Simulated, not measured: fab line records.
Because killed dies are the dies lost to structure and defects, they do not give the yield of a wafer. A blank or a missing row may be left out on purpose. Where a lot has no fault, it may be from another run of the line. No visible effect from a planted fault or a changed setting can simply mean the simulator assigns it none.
Problem report in the 8D (eight disciplines) form, filled by code | flow sky130 | the parts of the form that need people (team, actions taken, sign-off) are left out

== 1. THE ISSUE ==
Mean of exposure dose mJ cm2 at SKY_LDD_HVN_EXPOSE_04: 129.87 across 9 wafers in 3 lots; on wafers with no fault it is 127.00 (standard deviation 0.11). That is +26 standard deviations from the usual mean.
The step: exposes mask HVNTM, target cd 700 nm.
Earliest sighting: wafer L120.1 on iline stepper-01 at day 25 15:56. Wafers with a number at this step in the record: 39, from 13 lots. By rule, "out" or "out of limits" means more than 4 standard deviations away from the usual mean. The rest of the wafers with a number are treated as sound.

== 2. WHAT THIS IS AND IS NOT ==
question                    | is                     | is not
which readings at this step | exposure dose mJ cm2   | -
which lots                  | L120, L122, L123       | L105, L106, L107, L108, L109, L110, L111, L112, L115, L117
which wafers of those lots  | all that have a number | -
read on which tools         | iline stepper-01       | iline stepper-02
when                        | from day 25 15:56      | up to then (30 sound wafers)

== 3. SUSPECTS, AND WHAT RULES EACH OUT ==
Counting: a tool at a process step up to the reading stays a suspect if it ran every lot that is out and no sound lot after the first of them.
- iline stepper-01 at SKY_LDD_HVN_EXPOSE_04 (exposes mask HVNTM, target cd 700 nm): kept. It ran every lot that is out, first L120 (day 25 15:56), and no sound lot after that; its last sound lot up to then is L115 (day 23 09:49). Its own exposure dose mJ cm2 readings are out on those wafers.
The count leaves iline stepper-01 at SKY_LDD_HVN_EXPOSE_04.

== 4. THE CAUSE (what the simulator had put in) ==
Process parameters drifting: iline stepper-01 at SKY_LDD_HVN_EXPOSE_04, beginning at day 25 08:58. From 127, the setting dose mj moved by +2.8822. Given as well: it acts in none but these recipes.
The count eliminated every tool but this one.

== 5. THE EFFECT CHAIN, in route order ==
Each row: a reading whose mean over the struck wafers that have a number lies more than 3 standard deviations from the usual. Only readings whose record carries a usual standard deviation are examined. hours: median over the lots of the time between each lot's start at the first step of this table that gives one and its start at this step. sigmas: the change, counted in usual standard deviations.
hours | step                  | reading              | usual  | on struck wafers | change | sigmas
0     | SKY_LDD_HVN_EXPOSE_04 | exposure dose mJ cm2 | 127.00 | 129.87           | +2.87  | +26
Process steps it contains:
- SKY_LDD_HVN_EXPOSE_04: exposes mask HVNTM, target cd 700 nm.

== 6. WHAT WOULD HAVE CAUGHT IT SOONER ==
7 hours passed between the start of the fault at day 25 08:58 and the first reading out of limits in this record, taken at day 25 15:56.
